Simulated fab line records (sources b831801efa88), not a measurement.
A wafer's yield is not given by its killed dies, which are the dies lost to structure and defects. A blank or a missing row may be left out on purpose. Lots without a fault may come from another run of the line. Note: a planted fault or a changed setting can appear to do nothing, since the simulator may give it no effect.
fab line records ; flow sky130 ; part 2 of 2: steps 27 to 38 of 38
[record] lots = 5; wafers = 15; last-day = 50
route steps=708 shown LI_CONTACT@379 LOCAL_INTERCONNECT@387 CONTACT@406
lots untouched by any fault: they come from a run of this same line in which no faults occurred
start-h: start of the lot's first displayed wafer, in hours after the record's first day ; wait-h: how many hours have passed since the lot's step before this one ; " same as the row above ; L1.1+2: several wafers, shown together as one row ; - no value present, or no start provided ; * or withheld: withheld ; < > ~ a bound
route shown NAME@n: NAME is a module with steps in the file, n the number in the route of the first one ; usual: average and standard deviation across the fault-free wafers ; same: alike in all rows ; chamber/n: place in a boat ; sites: readings site by site ; _std_site: standard deviation across them ; _edge_site: inner sites' mean taken away from outer sites' mean ; radius-mm: for every site, how far away it sits from the centre of the wafer ; mask NAME#n: copy n ; behind: tool/chamber where the wafer was last shaped ; hold: cause of the lot's hold/its duration in hours/its outcome ; device: the n, p or np transistor that did not switch ; end of line: tests run on the same wafers once the route is complete ; for a step that has no rows: nothing shown but its recipe ; killed: not the wafer's yield, but the dies lost to structure and defects at the first sort ; map: shows each die of a wafer: x if killed, . if not, _ if none is there
set.NAME: the setting as run; set.NAME@STEP: as run at that earlier step ; model.NAME: the simulator's own value behind a step, which no gauge read
lots at selected steps of the route; one table per step, one row per wafer
services: when a tool's chamber went out of use (start-h, in hours from the record's first day, below 0 if earlier), for how many hours, and the reason
[[steps]]
[step SKY_LOCAL_INTERCONNECT_CLEAN_18]
[recipe] chemistry = O3/DIW; dry = n2-spin
lot.wafer;tool;chamber;start-h;wait-h
L074.2+4+6;wet-bench-03;1;695.51;0.0
L082.1+4+6;wet-bench-04;2;776.10;0.0
L088.1+4+6;wet-bench-02;3;821.55;0.0
L091.1+3+6;wet-bench-03;2;838.39;0.0
L094.2+3+5;wet-bench-04;2;873.53;0.0
[step SKY_CONTACT_CVD_00]
[recipe] material = Si3N4; target-thk-nm = 75; temp-c = 400; time-s = withheld; rf-w = 450
[usual] heater-power-w = 730/130
lot.wafer;tool;chamber;start-h;wait-h;heater-power-w
L074.2;pecvd-04;2;695.60;0.0;684
L074.4;pecvd-04;1;695.60;0.0;602
L074.6;pecvd-04;0;695.60;0.0;714
L082.1;pecvd-02;2;776.20;0.0;679
L082.4;pecvd-02;1;776.20;0.0;1112
L082.6;pecvd-02;2;776.20;0.0;663
L088.1;pecvd-01;2;821.64;0.0;651
L088.4;pecvd-01;1;821.64;0.0;702
L088.6;pecvd-01;0;821.64;0.0;868
L091.1;pecvd-01;1;838.48;0.0;748
L091.3;pecvd-01;0;838.48;0.0;803
L091.6;pecvd-01;0;838.48;0.0;783
L094.2;pecvd-01;2;873.62;0.0;658
L094.3;pecvd-01;0;873.62;0.0;876
L094.5;pecvd-01;1;873.62;0.0;783
[step SKY_CONTACT_THK_MEAS_01]
[recipe] reads = Si3N4_of_CONTACT_CVD_00
[usual] CONTACT_CVD_00_THK = 75.2/0.91
lot.wafer;tool;chamber;start-h;wait-h;CONTACT_CVD_00_THK[nm]
L074.2;film-metro-04;-;695.65;-;73.3
L074.4;film-metro-04;-;695.65;-;75.2
L074.6;film-metro-04;-;695.65;-;75.1
L082.1;film-metro-01;-;776.25;-;73.9
L082.4;film-metro-01;-;776.25;-;75.3
L082.6;film-metro-01;-;776.25;-;74.7
L088.1;film-metro-01;-;821.67;-;74.7
L088.4;film-metro-01;-;821.67;-;75.3
L088.6;film-metro-01;-;821.67;-;76.2
L091.1;film-metro-03;-;838.52;-;75.4
L091.3;film-metro-03;-;838.52;-;75.2
L091.6;film-metro-03;-;838.52;-;76.6
L094.2;film-metro-04;-;873.67;-;74.1
L094.3;film-metro-04;-;873.67;-;74.6
L094.5;film-metro-04;-;873.67;-;75.3
[step SKY_CONTACT_HDPCVD_02]
[recipe] material = SiO2; target-thk-nm = 565; sigma-open-frac = 0.3; time-s = 94.2; temp-c = 600; sih4-flow-sccm = 60; pressure-mtorr = 6
[usual] sih4-flow-sccm = 59.98/0.19
lot.wafer;tool;chamber;start-h;wait-h;sih4-flow-sccm
L074.2;hdpcvd-01;2;695.70;0.0;59.69
L074.4;hdpcvd-01;1;695.70;0.0;60.02
L074.6;hdpcvd-01;0;695.70;0.0;59.98
L082.1;hdpcvd-01;0;776.31;0.1;60.18
L082.4;hdpcvd-01;1;776.31;0.1;60.15
L082.6;hdpcvd-01;2;776.31;0.1;59.87
L088.1;hdpcvd-02;1;821.73;0.1;60.03
L088.4;hdpcvd-02;2;821.73;0.1;60.11
L088.6;hdpcvd-02;1;821.73;0.1;59.86
L091.1;hdpcvd-02;1;838.58;0.1;59.86
L091.3;hdpcvd-02;0;838.58;0.1;59.91
L091.6;hdpcvd-02;0;838.58;0.1;59.73
L094.2;hdpcvd-02;0;873.72;0.0;59.82
L094.3;hdpcvd-02;0;873.72;0.0;59.91
L094.5;hdpcvd-02;0;873.72;0.0;59.81
[step SKY_CONTACT_THK_MEAS_03]
[recipe] reads = SiO2_of_CONTACT_HDPCVD_02
[usual] CONTACT_HDPCVD_THK = 567/4.5
lot.wafer;tool;chamber;start-h;wait-h;CONTACT_HDPCVD_THK[nm]
L074.2;film-metro-03;-;695.77;0.0;563
L074.4;film-metro-03;-;695.77;0.0;563
L074.6;film-metro-03;-;695.77;0.0;565
L082.1;film-metro-04;-;776.38;0.0;569
L082.4;film-metro-04;-;776.38;0.0;563
L082.6;film-metro-04;-;776.38;0.0;569
L088.1;film-metro-04;-;821.80;0.0;571
L088.4;film-metro-04;-;821.80;0.0;563
L088.6;film-metro-04;-;821.80;0.0;561
L091.1;film-metro-01;-;838.65;0.0;569
L091.3;film-metro-01;-;838.65;0.0;563
L091.6;film-metro-01;-;838.65;0.0;560
L094.2;film-metro-03;-;873.83;0.1;567
L094.3;film-metro-03;-;873.83;0.1;561
L094.5;film-metro-03;-;873.83;0.1;563
[step SKY_CONTACT_CMP_04]
[recipe] material = SiO2; down-force-psi = 4; platen-rpm = 60; pad-velocity-m-s = 0.94248
[usual] motor-current-A = 12.5/1.1; time-to-endpoint-s = 82/3.5
lot.wafer;tool;chamber;start-h;wait-h;motor-current-A;time-to-endpoint-s
L074.4;cmp-01;0;695.87;0.1;12.2;88
L074.2;cmp-01;1;695.87;0.1;12.8;85
L074.6;cmp-01;0;695.87;0.1;12.7;83
L082.4;cmp-02;2;776.54;0.1;12.2;80
L082.1;cmp-02;3;776.54;0.1;11.8;79
L082.6;cmp-02;0;776.54;0.1;14.2;82
L088.4;cmp-01;3;821.86;0.0;12.7;86
L088.1;cmp-01;0;821.86;0.0;11.5;85
L088.6;cmp-01;3;821.86;0.0;12.2;81
L091.3;cmp-02;0;838.71;0.0;14.0;75
L091.1;cmp-02;1;838.71;0.0;11.1;80
L091.6;cmp-02;0;838.71;0.0;14.0;75
L094.2;cmp-01;1;873.88;0.0;13.3;80
L094.3;cmp-01;3;873.88;0.0;13.5;77
L094.5;cmp-01;2;873.88;0.0;13.5;80
[step SKY_CONTACT_BOW_MEAS_05]
[recipe] mode = bow
[usual] CONTACT_BOW = 80/6.4
lot.wafer;tool;chamber;start-h;wait-h;CONTACT_BOW[um]
L074.2;film-metro-03;-;696.14;0.2;80
L074.4;film-metro-03;-;696.14;0.2;83
L074.6;film-metro-03;-;696.14;0.2;81
L082.1;film-metro-04;-;776.74;0.1;80
L082.4;film-metro-04;-;776.74;0.1;85
L082.6;film-metro-04;-;776.74;0.1;78
L088.1;film-metro-01;-;822.16;0.2;80
L088.4;film-metro-01;-;822.16;0.2;77
L088.6;film-metro-01;-;822.16;0.2;86
L091.1;film-metro-03;-;839.01;0.2;71
L091.3;film-metro-03;-;839.01;0.2;73
L091.6;film-metro-03;-;839.01;0.2;73
L094.2;film-metro-04;-;874.20;0.3;83
L094.3;film-metro-04;-;874.20;0.3;91
L094.5;film-metro-04;-;874.20;0.3;88
[step SKY_CONTACT_DEHYDRATE_06]
[recipe] temp-c = 200; time-s = 60
lot.wafer;tool;chamber;start-h;wait-h
L074.2+4+6;litho-track-02;0;708.90;12.7
L082.1+4+6;litho-track-01;0;789.44;12.7
L088.1+4+6;litho-track-04;0;834.59;12.4
L091.1+3+6;litho-track-02;0;851.28;12.3
L094.2+3+5;litho-track-04;0;885.77;11.5
[step SKY_CONTACT_HMDS_07]
[recipe] prime-time-s = 60; prime-temp-c = 120
lot.wafer;tool;chamber;start-h;wait-h
L074.2+4+6;litho-track-02;0;709.05;0.1
L082.1+4+6;litho-track-01;0;789.59;0.1
L088.1+4+6;litho-track-04;0;834.74;0.1
L091.1+3+6;litho-track-02;0;851.43;0.1
L094.2+3+5;litho-track-04;0;885.92;0.1
[step SKY_CONTACT_COAT_08]
[recipe] resist = BARC; temp-c = withheld; time-s = withheld; spin-rpm = 3000; resist-thk-nm = 60
lot.wafer;tool;chamber;start-h;wait-h
L074.2+4+6;litho-track-02;0;709.20;0.1
L082.1+4+6;litho-track-01;0;789.74;0.1
L088.1+4+6;litho-track-04;0;834.89;0.1
L091.1+3+6;litho-track-02;0;851.58;0.1
L094.2+3+5;litho-track-04;0;886.07;0.1
[step SKY_CONTACT_COAT_09]
[recipe] resist = KrF-thick; spin-rpm = 3000; resist-thk-nm = 450
lot.wafer;tool;chamber;start-h;wait-h
L074.2+4+6;litho-track-02;0;-;-
L082.1+4+6;litho-track-01;0;-;-
L088.1+4+6;litho-track-04;0;-;-
L091.1+3+6;litho-track-02;0;-;-
L094.2+3+5;litho-track-04;0;-;-
[step SKY_CONTACT_SOFTBAKE_10]
[recipe] temp-c = 100; time-s = 92.42; resist = KrF-thick
[usual] plate-sensor-t-centre-C = 100.88/0.0097; plate-sensor-t-edge-C = 100.95/0.0092
lot.wafer;tool;chamber;start-h;wait-h;plate-sensor-t-centre-C;plate-sensor-t-edge-C
L074.2;litho-track-02;0;-;-;100.89;100.94
L074.4;litho-track-02;0;-;-;100.87;100.97
L074.6;litho-track-02;0;-;-;100.87;100.96
L082.1;litho-track-01;0;-;-;100.89;100.95
L082.4;litho-track-01;0;-;-;100.89;100.96
L082.6;litho-track-01;0;-;-;100.88;100.95
L088.1;litho-track-04;0;-;-;100.88;100.96
L088.4;litho-track-04;0;-;-;100.88;100.95
L088.6;litho-track-04;0;-;-;100.89;100.96
L091.1;litho-track-02;0;-;-;100.9;100.96
L091.3;litho-track-02;0;-;-;100.89;100.96
L091.6;litho-track-02;0;-;-;100.87;100.94
L094.2;litho-track-04;0;-;-;100.88;100.95
L094.3;litho-track-04;0;-;-;100.89;100.95
L094.5;litho-track-04;0;-;-;100.89;100.96
[[services]]
tool;chamber;start-h;hours;kind
pvd-sputter-01;-;641.66;7.3;repair
pvd-sputter-02;-;648.06;4.5;repair
pvd-sputter-02;-;661.24;0.8;repair
cmp-02;-;663.38;1.2;repair
wet-bench-02;-;676.06;2.7;repair
rie-metal-04;-;679.80;14.6;pm
rie-metal-04;1;698.22;6.3;repair
cmp-01;-;701.91;1.9;repair
cmp-02;-;704.76;1.5;repair
pvd-sputter-01;-;728.36;1.1;repair
cmp-02;-;728.38;1.2;repair
cmp-01;-;744.16;4.0;pm
cmp-01;-;747.90;0.8;repair
pvd-sputter-02;-;749.50;1.7;repair
cmp-02;-;754.96;3.7;pm
cmp-02;-;760.07;0.6;repair
cmp-02;-;762.77;3.9;repair
cmp-02;-;768.93;2.4;repair
cmp-02;-;791.23;1.3;repair
rie-metal-04;-;817.85;1.0;repair
cmp-01;-;834.00;6.8;repair
rie-metal-04;-;844.59;1.9;repair
rie-metal-04;-;866.96;0.1;repair
pvd-sputter-02;-;882.23;5.3;repair
